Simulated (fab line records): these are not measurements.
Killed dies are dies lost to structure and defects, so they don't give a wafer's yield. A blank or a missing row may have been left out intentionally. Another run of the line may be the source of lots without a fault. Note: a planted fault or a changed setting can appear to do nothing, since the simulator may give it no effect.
Problem report, 8D (eight disciplines) form, completed by code -- flow gf180mcu -- the parts of the form that need people (team, actions taken, sign-off) are left out

== 1. THE PROBLEM ==
Mean HV_LDD_RS at GF_HV_LDD_RS_MEAS_53: 423.4 ohm/sq over 6 wafers in 2 lots; fault-free wafers: 418.4 ohm/sq, standard deviation 0.99. That puts it +5.1 standard deviations away from the usual mean.
The step: measures by four-point-probe.
Seen first at day 15 02:43 on film-metro-04, wafer L943.3. The record holds 36 wafers of 12 lots with a number at this step. By rule, "out" or "out of limits" means more than 4 standard deviations away from the usual mean. The rest of the wafers with a number are treated as sound.

== 2. WHAT IT IS, WHAT IT ISN'T ==
question,is,is not
which readings at this step,HV_LDD_RS,-
which lots,"L943, L944","L936, L938, L940, L941, L942, L948, L949, L953, L954, L957"
which wafers of those lots,all that have a number,-
read on which gauges,"film-metro-02, film-metro-04",film-metro-03
when,from day 15 02:43,"up to then (15 sound wafers); but 15 sound wafers of L948, L949, L953, L954, L957 came after"

== 3. THE SUSPECTS, EACH WITH WHAT RULES IT OUT ==
Counting: a tool stays on the suspect list if, at a process step up to the reading, it processed all lots that are out and no sound lot following the first of them.
- the gauge at GF_HV_LDD_RS_MEAS_53 is ruled out. 2 gauges (film-metro-02, film-metro-04) read the wafers that are out.
- implanter-04 at GF_HV_LDD_IMPLANT_33: ruled out as a lasting fault. Following L943 (day 14 04:03), the first lot on it that is out, the sound lots L953, L954 were run on it.
Left after counting: nothing in the record.

== 4. THE CAUSE (what the simulator had put in) ==
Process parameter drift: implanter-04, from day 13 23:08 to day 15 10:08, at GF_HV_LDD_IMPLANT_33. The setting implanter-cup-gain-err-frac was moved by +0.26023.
It was ruled out by counting, in error; the rule expects a fault to strike all lots run on its tool from its start on, and this fault did not.

== 5. THE EFFECT CHAIN, in route order ==
Rows list readings where the struck wafers' mean (over those with a number) sits beyond 3 standard deviations from the usual. Readings are gone through only where the record gives a usual standard deviation; hours: the median, over the lots, of the time from a lot's start at the first step in this table giving one to that lot's start at this step; sigmas: the change measured in usual standard deviations.
hours,step,reading,usual,on struck wafers,change,sigmas
0,GF_HV_LDD_IMPLANT_33,beam-on-s,10.02 s,7.98,-2.04,-10
0,GF_HV_LDD_IMPLANT_33,faraday-current-uA,42.2,53.0,+10.8,+14
1,GF_HV_LDD_TW_MEAS_38,HV_LDD_3_TW,1432,1399,-33,-3.0
23,GF_HV_LDD_RS_MEAS_53,HV_LDD_RS,418.4 ohm/sq,423.4,+5.0,+5.1
Its process steps:
- GF_HV_LDD_IMPLANT_33

== 6. WHAT WOULD HAVE CAUGHT IT SOONER ==
In this record the first reading out of limits at a measuring or inspecting step was taken at day 15 02:43, 28 hours after the fault began at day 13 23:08.
Tool's own readings at GF_HV_LDD_IMPLANT_33, beam-on-s, faraday-current-uA: out on all struck wafers the step has rows for; an alarm limit on them would have tripped on the first.
